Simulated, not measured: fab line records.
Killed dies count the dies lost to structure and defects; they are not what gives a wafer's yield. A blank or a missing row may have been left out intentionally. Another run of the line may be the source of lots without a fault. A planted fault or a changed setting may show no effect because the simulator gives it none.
Which tool was responsible? || flow gf180mcu || 13 lots with 39 wafers sampled at 5 steps, on a route of 602 steps

WHAT THE GAUGES SHOWED, per wafer
GF_VT_IMPLANT_OVL_MEAS_18.
{"lot": "L383", "measured": "day 6 06:56", "on": "overlay-02", "VT_IMPLANT_01_OVL (nm)": "-0.1 -0.3 -0.6"}
{"lot": "L384", "measured": "day 6 11:58", "on": "overlay-01", "VT_IMPLANT_01_OVL (nm)": "-2.3 -0.9 -1.2"}
{"lot": "L385", "measured": "day 6 17:01", "on": "overlay-01", "VT_IMPLANT_01_OVL (nm)": "2.1 2.6 0.6"}
{"lot": "L387", "measured": "day 7 07:16", "on": "overlay-01", "VT_IMPLANT_01_OVL (nm)": "-0.2 -1.0 0.0"}
{"lot": "L391", "measured": "day 8 08:28", "on": "overlay-01", "VT_IMPLANT_01_OVL (nm)": "2.6 2.1 2.3"}
{"lot": "L394", "measured": "day 9 03:58", "on": "overlay-01", "VT_IMPLANT_01_OVL (nm)": "-2.2 -2.2 -2.2"}
{"lot": "L398", "measured": "day 10 04:15", "on": "overlay-02", "VT_IMPLANT_01_OVL (nm)": "-1.3 0.1 -0.4"}
{"lot": "L399", "measured": "day 10 14:01", "on": "overlay-02", "VT_IMPLANT_01_OVL (nm)": "-2.1 -1.1 0.1"}
{"lot": "L400", "measured": "day 10 18:13", "on": "overlay-02", "VT_IMPLANT_01_OVL (nm)": "1.3 1.5 0.2"}
{"lot": "L401", "measured": "day 11 02:39", "on": "overlay-02", "VT_IMPLANT_01_OVL (nm)": "0.8 1.5 -0.1"}
{"lot": "L404", "measured": "day 11 19:57", "on": "overlay-02", "VT_IMPLANT_01_OVL (nm)": "-3.0 -1.6 -2.4"}
{"lot": "L405", "measured": "day 12 01:04", "on": "overlay-02", "VT_IMPLANT_01_OVL (nm)": "-0.5 0.6 0.0"}
{"lot": "L406", "measured": "day 12 07:38", "on": "overlay-01", "VT_IMPLANT_01_OVL (nm)": "1.5 1.5 0.1"}

GF_VT_IMPLANT_TW_MEAS_21.
{"lot": "L383", "measured": "day 6 07:14", "on": "filmMetro-02", "VT_IMPLANT_2_TW": "1211 1221 1221"}
{"lot": "L384", "measured": "day 6 12:16", "on": "filmMetro-02", "VT_IMPLANT_2_TW": "1220 1213 1212"}
{"lot": "L385", "measured": "day 6 17:18", "on": "filmMetro-03", "VT_IMPLANT_2_TW": "1190 1197 1188"}
{"lot": "L387", "measured": "day 7 07:34", "on": "filmMetro-01", "VT_IMPLANT_2_TW": "1212 1206 1212"}
{"lot": "L391", "measured": "day 8 08:44", "on": "filmMetro-02", "VT_IMPLANT_2_TW": "1104 1106 1099 1101 1103 1101"}
{"lot": "L394", "measured": "day 9 04:16", "on": "filmMetro-02", "VT_IMPLANT_2_TW": "1098 1096 1099 1099 1093 1098"}
{"lot": "L398", "measured": "day 10 04:32", "on": "filmMetro-03", "VT_IMPLANT_2_TW": "1195 1191 1190"}
{"lot": "L399", "measured": "day 10 14:18", "on": "filmMetro-02", "VT_IMPLANT_2_TW": "1209 1217 1209"}
{"lot": "L400", "measured": "day 10 18:31", "on": "filmMetro-03", "VT_IMPLANT_2_TW": "1198 1205 1190"}
{"lot": "L401", "measured": "day 11 02:56", "on": "filmMetro-03", "VT_IMPLANT_2_TW": "1188 1189 1191"}
{"lot": "L404", "measured": "day 11 20:14", "on": "filmMetro-03", "VT_IMPLANT_2_TW": "1189 1188 1192"}
{"lot": "L405", "measured": "day 12 01:22", "on": "filmMetro-01", "VT_IMPLANT_2_TW": "1186 1191 1192"}
{"lot": "L406", "measured": "day 12 07:55", "on": "filmMetro-02", "VT_IMPLANT_2_TW": "1223 1221 1228"}

GF_VT_IMPLANT_OVL_MEAS_40.
{"lot": "L383", "measured": "day 7 13:58", "on": "overlay-01", "VT_IMPLANT_03_OVL (nm)": "-2.2 -1.6 -2.3"}
{"lot": "L384", "measured": "day 7 19:13", "on": "overlay-01", "VT_IMPLANT_03_OVL (nm)": "-1.3 -1.4 -2.0"}
{"lot": "L385", "measured": "day 8 01:18", "on": "overlay-01", "VT_IMPLANT_03_OVL (nm)": "0.3 -2.0 -0.5"}
{"lot": "L387", "measured": "day 8 15:55", "on": "overlay-01", "VT_IMPLANT_03_OVL (nm)": "-3.2 -2.5 -3.0"}
{"lot": "L391", "measured": "day 9 18:17", "on": "overlay-02", "VT_IMPLANT_03_OVL (nm)": "0.3 0.4 -0.9"}
{"lot": "L394", "measured": "day 10 15:24", "on": "overlay-02", "VT_IMPLANT_03_OVL (nm)": "0.0 0.0 1.0"}
{"lot": "L398", "measured": "day 11 17:42", "on": "overlay-02", "VT_IMPLANT_03_OVL (nm)": "-1.7 -1.2 -0.3"}
{"lot": "L399", "measured": "day 12 03:16", "on": "overlay-02", "VT_IMPLANT_03_OVL (nm)": "-2.8 -2.0 -0.8"}
{"lot": "L400", "measured": "day 12 08:22", "on": "overlay-01", "VT_IMPLANT_03_OVL (nm)": "-1.7 -1.3 -0.5"}
{"lot": "L401", "measured": "day 12 18:01", "on": "overlay-02", "VT_IMPLANT_03_OVL (nm)": "-0.7 -0.3 0.1"}
{"lot": "L404", "measured": "day 13 10:50", "on": "overlay-02", "VT_IMPLANT_03_OVL (nm)": "-1.6 -2.6 -2.2"}
{"lot": "L405", "measured": "day 13 16:36", "on": "overlay-01", "VT_IMPLANT_03_OVL (nm)": "-2.9 -2.0 -0.3"}
{"lot": "L406", "measured": "day 13 23:57", "on": "overlay-01", "VT_IMPLANT_03_OVL (nm)": "-2.2 -0.3 -1.1"}

EACH LOT AND THE TOOL THAT RAN IT (in order: tool; ch and the chambers of the sampled wafers; start)
{"lot": "L383", "GF_VT_IMPLANT_IMPLANT_19": "implanter-02 ch 0, day 6 06:59", "GF_VT_IMPLANT_STRIP_31": "plasmaAsher-03 ch 0,1, day 6 22:02"}
{"lot": "L384", "GF_VT_IMPLANT_IMPLANT_19": "implanter-04 ch 0, day 6 12:04", "GF_VT_IMPLANT_STRIP_31": "plasmaAsher-01 ch 0,1, day 7 03:08"}
{"lot": "L385", "GF_VT_IMPLANT_IMPLANT_19": "implanter-02 ch 0, day 6 17:04", "GF_VT_IMPLANT_STRIP_31": "plasmaAsher-02 ch 0,1, day 7 09:26"}
{"lot": "L387", "GF_VT_IMPLANT_IMPLANT_19": "implanter-02 ch 0, day 7 07:20", "GF_VT_IMPLANT_STRIP_31": "plasmaAsher-03 ch 0,1, day 7 23:04"}
{"lot": "L391", "GF_VT_IMPLANT_IMPLANT_19": "implanter-02 ch 0, day 8 08:29", "GF_VT_IMPLANT_STRIP_31": "plasmaAsher-02 ch 0,1, day 9 01:05"}
{"lot": "L394", "GF_VT_IMPLANT_IMPLANT_19": "implanter-02 ch 0, day 9 04:02", "GF_VT_IMPLANT_STRIP_31": "plasmaAsher-02 ch 0,1, day 9 21:34"}
{"lot": "L398", "GF_VT_IMPLANT_IMPLANT_19": "implanter-01 ch 0, day 10 04:17", "GF_VT_IMPLANT_STRIP_31": "plasmaAsher-01 ch 0,1, day 10 22:59"}
{"lot": "L399", "GF_VT_IMPLANT_IMPLANT_19": "implanter-04 ch 0, day 10 14:04", "GF_VT_IMPLANT_STRIP_31": "plasmaAsher-01 ch 0,1, day 11 08:26"}
{"lot": "L400", "GF_VT_IMPLANT_IMPLANT_19": "implanter-04 ch 0, day 10 18:17", "GF_VT_IMPLANT_STRIP_31": "plasmaAsher-03 ch 0,1, day 11 13:19"}
{"lot": "L401", "GF_VT_IMPLANT_IMPLANT_19": "implanter-01 ch 0, day 11 02:42", "GF_VT_IMPLANT_STRIP_31": "plasmaAsher-01 ch 0,1, day 11 22:11"}
{"lot": "L404", "GF_VT_IMPLANT_IMPLANT_19": "implanter-02 ch 0, day 11 19:59", "GF_VT_IMPLANT_STRIP_31": "plasmaAsher-03 ch 0,1, day 12 14:53"}
{"lot": "L405", "GF_VT_IMPLANT_IMPLANT_19": "implanter-02 ch 0, day 12 01:08", "GF_VT_IMPLANT_STRIP_31": "plasmaAsher-01 ch 0,1, day 12 20:34"}
{"lot": "L406", "GF_VT_IMPLANT_IMPLANT_19": "implanter-01 ch 0, day 12 07:40", "GF_VT_IMPLANT_STRIP_31": "plasmaAsher-02 ch 0,1, day 13 03:29"}
- GF_VT_IMPLANT_IMPLANT_19
- GF_VT_IMPLANT_STRIP_31: strips in O2/N2.

WHAT THE TOOLS THEMSELVES READ (means of the sampled wafers that have a number; where no wafer has one, the mark that the record gives instead)
GF_VT_IMPLANT_IMPLANT_19.
{"lot": "L383", "tool": "implanter-02", "doseIonsCm2": 4.35e+12, "faradayCurrentUA": 24.1}
{"lot": "L384", "tool": "implanter-04", "doseIonsCm2": 4.35e+12, "faradayCurrentUA": 24.3}
{"lot": "L385", "tool": "implanter-02", "doseIonsCm2": 4.35e+12, "faradayCurrentUA": 24.9}
{"lot": "L387", "tool": "implanter-02", "doseIonsCm2": 4.35e+12, "faradayCurrentUA": 24.8}
{"lot": "L391", "tool": "implanter-02", "doseIonsCm2": 3.15e+12, "faradayCurrentUA": 17.6}
{"lot": "L394", "tool": "implanter-02", "doseIonsCm2": 3.16e+12, "faradayCurrentUA": 17.8}
{"lot": "L398", "tool": "implanter-01", "doseIonsCm2": 4.35e+12, "faradayCurrentUA": 24.5}
{"lot": "L399", "tool": "implanter-04", "doseIonsCm2": 4.35e+12, "faradayCurrentUA": 24.6}
{"lot": "L400", "tool": "implanter-04", "doseIonsCm2": 4.35e+12, "faradayCurrentUA": 24.6}
{"lot": "L401", "tool": "implanter-01", "doseIonsCm2": 4.35e+12, "faradayCurrentUA": 24.4}
{"lot": "L404", "tool": "implanter-02", "doseIonsCm2": 4.35e+12, "faradayCurrentUA": 24.2}
{"lot": "L405", "tool": "implanter-02", "doseIonsCm2": 4.35e+12, "faradayCurrentUA": 23.9}
{"lot": "L406", "tool": "implanter-01", "doseIonsCm2": 4.36e+12, "faradayCurrentUA": 24.7}

GF_VT_IMPLANT_STRIP_31.
{"lot": "L383", "tool": "plasmaAsher-03", "drypumpMotorCurrentA (A)": 5.5, "heaterPowerW (W)": 307, "o2FlowSccm (sccm)": 3006, "oesProductAu (a.u.)": 0.713, "stripTimeToEndpointS (s)": 12.62}
{"lot": "L384", "tool": "plasmaAsher-01", "drypumpMotorCurrentA (A)": 6.3, "heaterPowerW (W)": 331, "o2FlowSccm (sccm)": 3005, "oesProductAu (a.u.)": 0.717, "stripTimeToEndpointS (s)": 12.59}
{"lot": "L385", "tool": "plasmaAsher-02", "drypumpMotorCurrentA (A)": 6.0, "heaterPowerW (W)": 349, "o2FlowSccm (sccm)": 2996, "oesProductAu (a.u.)": 0.715, "stripTimeToEndpointS (s)": 12.63}
{"lot": "L387", "tool": "plasmaAsher-03", "drypumpMotorCurrentA (A)": 5.7, "heaterPowerW (W)": 321, "o2FlowSccm (sccm)": 3003, "oesProductAu (a.u.)": 0.712, "stripTimeToEndpointS (s)": 12.62}
{"lot": "L391", "tool": "plasmaAsher-02", "drypumpMotorCurrentA (A)": 6.0, "heaterPowerW (W)": 352, "o2FlowSccm (sccm)": 2995, "oesProductAu (a.u.)": 0.710, "stripTimeToEndpointS (s)": 12.61}
{"lot": "L394", "tool": "plasmaAsher-02", "drypumpMotorCurrentA (A)": 6.0, "heaterPowerW (W)": 363, "o2FlowSccm (sccm)": 2991, "oesProductAu (a.u.)": 0.716, "stripTimeToEndpointS (s)": 12.59}
{"lot": "L398", "tool": "plasmaAsher-01", "drypumpMotorCurrentA (A)": 6.1, "heaterPowerW (W)": 345, "o2FlowSccm (sccm)": 3010, "oesProductAu (a.u.)": 0.719, "stripTimeToEndpointS (s)": 12.65}
{"lot": "L399", "tool": "plasmaAsher-01", "drypumpMotorCurrentA (A)": 6.3, "heaterPowerW (W)": 328, "o2FlowSccm (sccm)": 3000, "oesProductAu (a.u.)": 0.717, "stripTimeToEndpointS (s)": 12.64}
{"lot": "L400", "tool": "plasmaAsher-03", "drypumpMotorCurrentA (A)": 5.7, "heaterPowerW (W)": 321, "o2FlowSccm (sccm)": 3005, "oesProductAu (a.u.)": 0.714, "stripTimeToEndpointS (s)": 12.61}
{"lot": "L401", "tool": "plasmaAsher-01", "drypumpMotorCurrentA (A)": 6.1, "heaterPowerW (W)": 343, "o2FlowSccm (sccm)": 3000, "oesProductAu (a.u.)": 0.722, "stripTimeToEndpointS (s)": 12.64}
{"lot": "L404", "tool": "plasmaAsher-03", "drypumpMotorCurrentA (A)": 5.5, "heaterPowerW (W)": 307, "o2FlowSccm (sccm)": 2999, "oesProductAu (a.u.)": 0.716, "stripTimeToEndpointS (s)": 12.55}
{"lot": "L405", "tool": "plasmaAsher-01", "drypumpMotorCurrentA (A)": 6.3, "heaterPowerW (W)": 330, "o2FlowSccm (sccm)": 3007, "oesProductAu (a.u.)": 0.713, "stripTimeToEndpointS (s)": 12.63}
{"lot": "L406", "tool": "plasmaAsher-02", "drypumpMotorCurrentA (A)": 6.0, "heaterPowerW (W)": 362, "o2FlowSccm (sccm)": 2991, "oesProductAu (a.u.)": 0.720, "stripTimeToEndpointS (s)": 12.61}

THE ANSWER, worked out from the rows above alone
Rule: the lots themselves supply what counts as usual. Put in order of their means at a reading, lots are off if they are a third of the lots or fewer, leave a main group of 4 or more, and stand apart from it by a gap of 3 or more times the standard deviation of the main group's means; of several such gaps the widest counts. Not used: any main group whose means are identical at the precision the tables above print for the reading. A lot without any number at a reading at which 4 lots or more have one is off too. Where the step has rows for the other lots, those lots are counted as sound. Order of review: gauges by route order, followed by the tools' own readings, for which a lot's mean as printed above is used. At the first step where some lot is off, the reading lying furthest off is the one used; lots without a number count as furthest.
Off: L391, L394, at GF_VT_IMPLANT_TW_MEAS_21 (VT_IMPLANT_2_TW). Mean 1203 and standard deviation 13 in the main group.
A tool fits if, at a process step before that reading, it ran every lot that is off, and no sound lot after the first of them. The gauges at GF_VT_IMPLANT_TW_MEAS_21 aren't tried: what is off there is off at GF_VT_IMPLANT_IMPLANT_19 too, on other tools, and a gauge's error can't cause that. No candidate that was tried fits.

WHAT THE SIMULATOR HAD PUT IN
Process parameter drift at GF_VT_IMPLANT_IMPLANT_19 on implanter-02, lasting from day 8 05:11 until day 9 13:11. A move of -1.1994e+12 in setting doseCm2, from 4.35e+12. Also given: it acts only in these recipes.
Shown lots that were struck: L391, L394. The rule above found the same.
